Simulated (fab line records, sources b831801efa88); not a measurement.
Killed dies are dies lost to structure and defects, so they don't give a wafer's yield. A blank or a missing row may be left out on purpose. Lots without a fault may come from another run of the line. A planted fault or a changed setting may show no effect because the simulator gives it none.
Problem report in the 8D (eight disciplines) form, filled by code | flow gf180mcu | the parts of the form that need people (team, actions taken, sign-off) are left out

1. THE PROBLEM
cd_nm at GF_HV_LDD_CD_MEAS_31 reads a mean of 410.7 nm on 3 wafers of 1 lot; wafers without a fault read 400.3 nm with a standard deviation of 2. That is +5.2 standard deviations from the usual mean.
The step: target cd 400 nm.
First seen on wafer L374.1, day 18 10:01, on cd_sem-01. The record holds 39 wafers of 13 lots with a number at this step. Rule for "out", or "out of limits": more than 4 standard deviations from the usual mean. The other wafers with a number count as sound.

2. WHAT IT IS AND WHAT IT IS NOT
question                    | is                     | is not
which readings at this step | cd_nm                  | -
which lots                  | L374                   | L356, L357, L358, L360, L362, L363, L365, L366, L373, L375, L376, L377
which wafers of those lots  | all that have a number | -
read on which gauges        | cd_sem-01              | cd_sem-02
when                        | from day 18 10:01      | up to then (27 sound wafers); but 9 sound wafers of L375, L376, L377 came after

3. SUSPECTS, AND WHAT RULES EACH OUT
Counting: a tool at a process step up to the reading stays a suspect if it ran every lot that is out and no sound lot after the first of them.
- the gauge at GF_HV_LDD_CD_MEAS_31: kept. All the wafers that are out were read on cd_sem-01, and no step on other tools shows them out.
- litho_track-04 at GF_HV_LDD_DEVELOP_30 (develop time 60 s): kept. It ran the lot that is out, L374 (day 18 09:52), and no sound lot after that; its last sound lot up to then is L366 (day 15 09:11).
Left after counting: litho_track-04 at GF_HV_LDD_DEVELOP_30, cd_sem-01 at GF_HV_LDD_CD_MEAS_31.

4. THE CAUSE (what the simulator had put in)
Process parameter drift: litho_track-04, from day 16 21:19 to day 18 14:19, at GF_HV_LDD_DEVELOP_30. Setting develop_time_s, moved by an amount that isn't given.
Counting left 2 suspects, and this tool is among them.

5. THE CHAIN OF EFFECTS, in route order
Each row: a reading whose mean over the struck wafers that have a number lies more than 3 standard deviations from the usual. Only readings for which the record gives a usual standard deviation are gone through. hours: the time from each lot's start at the first step in this table that gives one to its start at this step, as a median over the lots. sigmas: the change in usual standard deviations.
hours | step                 | reading | usual    | on struck wafers | change | sigmas
0     | GF_HV_LDD_CD_MEAS_31 | cd_nm   | 400.3 nm | 410.7            | +10.4  | +5.2

6. WHAT WOULD HAVE CAUGHT IT SOONER
In this record the first reading out of limits at a measuring or inspecting step was taken at day 18 10:01, 37 hours after the fault began at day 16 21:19.
All the lots that are out (1) had begun GF_HV_LDD_DEVELOP_30 on litho_track-04 by day 18 10:01. A hold on the tool at that time would have spared none of them.
